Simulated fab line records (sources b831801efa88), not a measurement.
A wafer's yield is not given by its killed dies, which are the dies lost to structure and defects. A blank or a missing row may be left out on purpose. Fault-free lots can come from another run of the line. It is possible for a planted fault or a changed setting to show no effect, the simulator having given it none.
A lot that was struck, set against a sound lot :: flow sky130 :: 21 out of 708 route steps
Sound: the wafers L824.2, L824.5, L824.6. Wafers struck: L836.1, L836.2, L836.4. Last of all comes the cause.
For every step that has rows: the tool of each side, followed by ch and its chambers, followed by its first start. Under that, the readings that differ: sound wafers :: struck wafers :: difference of the means :: sigmas: that difference in standard deviations of wafers without a fault.
alike: readings whose means differ by less than 2 such deviations, and words and numbers that are the same on both sides. not compared: withheld readings, readings that some wafer has no value for, bounds like >300 that may hide the same value, and numbers for which the record gives no deviation and whose values overlap.
Wherever a step has rows on one side only, a row that says differs or no value, or a row with sigmas, the two part there. Numbers that don't overlap but have no deviation are shown without sigmas and don't part them. A reading that every wafer of one side lacks parts them only if that side has two wafers or more.

first, 5 steps without rows for these wafers: SKY_VT_ADJUST_HVTR_COAT_02 (resist thk 1140 nm); SKY_VT_ADJUST_HVTR_SOFTBAKE_03 (time 60 s); SKY_VT_ADJUST_HVTR_EXPOSE_04 (exposes mask HVTRM, target cd 380 nm); SKY_VT_ADJUST_HVTR_PEB_05; SKY_VT_ADJUST_HVTR_DEVELOP_06 (develop time 60 s).
SKY_VT_ADJUST_HVTR_CD_MEAS_07: the cd target is 380 nm.
  struck on cd sem-02, day 13 21:27; sound on cd sem-02, day 10 04:50
  alike: cd nm
SKY_VT_ADJUST_HVTR_OVL_MEAS_08:
  struck on overlay-01, day 13 21:34; sound on overlay-02, day 10 04:57
  alike: VT_ADJUST_HVTR_OVL
following that, these wafers have no rows for 1 step: SKY_VT_ADJUST_HVTR_IMPLANT_09.
SKY_VT_ADJUST_HVTR_STRIP_10: strips in O2/N2.
  sound on plasma asher-04 ch 0,1, day 10 05:08; struck on plasma asher-04 ch 0,1, day 13 21:46
  alike: drypump motor current A, o2 flow sccm, oes product au, strip time to endpoint s
  not compared: rf hours counter h
SKY_VT_ADJUST_HVTR_TW_MEAS_11:
  struck on film metro-03, day 13 21:52; sound on film metro-02, day 10 05:14
reading: VT_ADJUST_HVTR_TW
sound: 208.5 208.3 207.7
struck: 212.3 212.2 211.5
difference: +3.8
sigmas: +3
then, 2 steps without rows for these wafers: SKY_VT_ADJUST_PCH_DEHYDRATE_00 (time 60 s); SKY_VT_ADJUST_PCH_HMDS_01 (prime time 60 s).
SKY_VT_ADJUST_PCH_COAT_02: resist thk 3000 nm.
  sound on litho track-04 ch 0, day 10 15:39; struck on litho track-04 ch 0, day 14 10:37
reading: spin speed rpm (rpm)
sound: 2001.0 1999.1 1999.3
struck: 2435.5 2436.4 2435.7
difference: +436.1
sigmas: +99 or more

reading: model.coat_of_VT_ADJUST_PCH_COAT_02.thk nm (nm)
sound: 2993 2991 2995
struck: 2701 2704 2701
difference: -291
sigmas: 
  alike: exhaust pa
then, 3 steps without rows for these wafers: SKY_VT_ADJUST_PCH_SOFTBAKE_03; SKY_VT_ADJUST_PCH_EXPOSE_04 (exposes mask NWM, target cd 840 nm); SKY_VT_ADJUST_PCH_PEB_05.
SKY_VT_ADJUST_PCH_DEVELOP_06: develop time 60 s.
  sound: litho track-01 ch 0; struck: litho track-01 ch 0
reading: model.coat_of_VT_ADJUST_PCH_COAT_02.thk nm (nm)
sound: 2989 2987 2991
struck: 2697 2700 2697
difference: -291
sigmas: 
  alike: exhaust pa
SKY_VT_ADJUST_PCH_OVL_MEAS_07:
  struck on overlay-02, day 15 00:04; sound on overlay-02, day 11 04:01
  alike: VT_ADJUST_PCH_OVL
following that, these wafers have no rows for 1 step: SKY_VT_ADJUST_PCH_IMPLANT_08.
SKY_VT_ADJUST_PCH_STRIP_09: strips in O2/N2.
  sound on plasma asher-02 ch 0,1, day 11 04:21; struck on plasma asher-04 ch 0,1, day 15 00:15
reading: drypump motor current A (A)
sound: 4.9 4.9 5.5
struck: 5.3 6.6 6.6
difference: +1.1
sigmas: +2

reading: strip time to endpoint s (s)
sound: 36.83 36.81 36.85
struck: 33.47 33.52 33.50
difference: -3.33
sigmas: -26
  alike: o2 flow sccm, oes product au
  not compared: rf hours counter h
SKY_VT_ADJUST_PCH_TW_MEAS_10:
  struck on film metro-02, day 15 00:21; sound on film metro-02, day 11 04:28
  alike: VT_ADJUST_PCH_TW

WHERE THEY PART
Last at SKY_VT_ADJUST_PCH_STRIP_09 as far as this record goes, first at SKY_VT_ADJUST_HVTR_TW_MEAS_11. Later steps at which nothing parts them and some readings are alike: SKY_VT_ADJUST_PCH_TW_MEAS_10.

WHY: what had been put in by the simulator
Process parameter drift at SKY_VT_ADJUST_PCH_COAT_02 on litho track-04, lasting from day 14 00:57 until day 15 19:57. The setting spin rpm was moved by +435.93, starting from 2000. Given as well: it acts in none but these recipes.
